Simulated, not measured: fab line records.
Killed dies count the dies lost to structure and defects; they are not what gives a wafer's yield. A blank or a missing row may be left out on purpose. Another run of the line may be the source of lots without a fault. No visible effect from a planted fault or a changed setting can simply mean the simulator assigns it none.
Problem report, 8D (eight disciplines) form, completed by code -- flow sky130 -- the parts of the form that need people (team, actions taken, sign-off) are left out

## 1. WHAT IS WRONG
VT_ADJUST_PCH_TW at SKY_VT_ADJUST_PCH_TW_MEAS_10 reads a mean of 30.4 on 6 wafers of 2 lots; wafers without a fault read 143.1 with a standard deviation of 2. That puts it -56 standard deviations away from the usual mean.
Earliest sighting: wafer L483.2 on film metro-03 at day 15 00:26. Wafers with a number at this step in the record: 42, from 14 lots. Rule for "out", or "out of limits": more than 4 standard deviations from the usual mean. The rest of the wafers with a number are treated as sound.

## 2. WHAT IT IS; WHAT IT IS NOT
question,is,is not
which readings at this step,VT_ADJUST_PCH_TW,-
which lots,"L483, L487","L468, L469, L470, L471, L473, L474, L475, L476, L477, L479, L488, L489"
which wafers of those lots,all that have a number,-
read on which gauges,film metro-03,"film metro-01, film metro-04"
when,from day 15 00:26,"up to then (30 sound wafers); but 6 sound wafers of L488, L489 came after"

## 3. THE SUSPECTS, EACH WITH WHAT RULES IT OUT
Counting: any tool at a process step up to the reading is kept as a suspect provided that every lot that is out went through it and no sound lot did after the first of them.
- the gauge at SKY_VT_ADJUST_PCH_TW_MEAS_10 is ruled out. All the wafers that are out were read on film metro-03, but those of them that SKY_PAD_OPEN_PROBE_99 has rows for are out there too, on other tools.
- litho track-02 at SKY_VT_ADJUST_PCH_DEVELOP_06 (develop time 60 s): kept. It ran every lot that is out, first L483 (day 15 00:00), and no sound lot after that; its last sound lot up to then is L479 (day 13 18:00).
After counting, what remains is litho track-02 at SKY_VT_ADJUST_PCH_DEVELOP_06.

## 4. THE CAUSE (what the simulator had put in)
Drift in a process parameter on litho track-02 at SKY_VT_ADJUST_PCH_DEVELOP_06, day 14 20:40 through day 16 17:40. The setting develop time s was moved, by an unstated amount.
This tool alone remained once counting was done.

## 5. SEQUENCE OF EFFECTS, ordered by route
Each row: a reading whose mean over the struck wafers that have a number lies more than 3 standard deviations from the usual. Readings are gone through only where the record gives a usual standard deviation; hours: the median, over the lots, of the time from a lot's start at the first step in this table giving one to that lot's start at this step; sigmas: the change measured in usual standard deviations.
hours,step,reading,usual,on struck wafers,change,sigmas
0,SKY_VT_ADJUST_PCH_TW_MEAS_10,VT_ADJUST_PCH_TW,143.1,30.4,-112.7,-56
813,SKY_PAD_OPEN_PROBE_99,killed at front end,15,430,+415,+90
813,SKY_PAD_OPEN_PROBE_99,killed dies,86,492,+406,+45
813,SKY_PAD_OPEN_PROBE_99,killed on rim,17,96,+79,+21
Here are the process steps it includes:
- SKY_PAD_OPEN_PROBE_99
Readings that are blank on the struck wafers while sound wafers have them: VT_ADJUST_PCH_OVL at SKY_VT_ADJUST_PCH_OVL_MEAS_07.

## 6. WHAT WOULD HAVE CAUGHT IT SOONER
The first out-of-limits reading at a measuring or inspecting step in this record came at day 15 00:26, 4 hours after the fault's start at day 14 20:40.
Between SKY_VT_ADJUST_PCH_DEVELOP_06 and SKY_VT_ADJUST_PCH_TW_MEAS_10, SKY_VT_ADJUST_PCH_OVL_MEAS_07 gave no VT_ADJUST_PCH_OVL on the struck wafers, where sound wafers have one: a measuring or inspecting step that comes back empty is itself a sign.
No tool reading at SKY_VT_ADJUST_PCH_DEVELOP_06 that has a usual standard deviation in the record was out on any struck wafer, so an alarm limit of 4 standard deviations on those readings would not have fired.
Lots out: 2; of these, L487 started SKY_VT_ADJUST_PCH_DEVELOP_06 on litho track-02 after day 15 00:26. Had the tool been put on hold then, it would have been spared.
